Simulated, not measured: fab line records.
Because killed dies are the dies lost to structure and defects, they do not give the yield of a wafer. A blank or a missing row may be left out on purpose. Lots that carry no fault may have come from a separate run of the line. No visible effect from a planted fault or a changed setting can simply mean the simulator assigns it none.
Which tool was responsible? || flow gf180mcu || 6 lots, 18 wafers sampled, at 1 step of a route of 602

== WHAT EACH GAUGE READ, for each wafer ==
GF_M1_THK_MEAS_06: measures by xrf.
{"lot": "L728", "measured": "day 17 05:23", "on": "film metro-02", "M1_ALCU_THK (nm)": "447 447 444"}
{"lot": "L730", "measured": "day 18 17:03", "on": "film metro-04", "M1_ALCU_THK (nm)": "446 445 442"}
{"lot": "L738", "measured": "day 21 07:08", "on": "film metro-04", "M1_ALCU_THK (nm)": "439 445 446"}
{"lot": "L742", "measured": "day 22 17:44", "on": "film metro-04", "M1_ALCU_THK (nm)": "444 448 452"}
{"lot": "L744", "measured": "day 23 08:41", "on": "film metro-04", "M1_ALCU_THK (nm)": "439 440 439"}
{"lot": "L747", "measured": "day 24 03:59", "on": "film metro-04", "M1_ALCU_THK (nm)": "437 439 445"}

== WHICH TOOL RAN EACH LOT (tool, then ch and the chambers of the sampled wafers, then the start) ==
No process step before these readings appears in the record.

== THE ANSWER, worked out from the rows above alone ==
Rule: usual is defined by the lots themselves. The widest of any qualifying gaps counts: lots, ordered by their means at a reading, are off when they make up no more than a third of the lots, leave a main group of 4 or more, and stand apart from it by 3 or more times the standard deviation of that group's means. The tables above print the reading to a certain number of digits; a main group whose means all agree to those digits is not used. A lot without any number at a reading at which 4 lots or more have one is off too. All remaining lots with rows at the step are treated as sound.
Nothing can be told from this: no lot is off at any reading shown.

== WHAT WAS PUT IN BY THE SIMULATOR ==
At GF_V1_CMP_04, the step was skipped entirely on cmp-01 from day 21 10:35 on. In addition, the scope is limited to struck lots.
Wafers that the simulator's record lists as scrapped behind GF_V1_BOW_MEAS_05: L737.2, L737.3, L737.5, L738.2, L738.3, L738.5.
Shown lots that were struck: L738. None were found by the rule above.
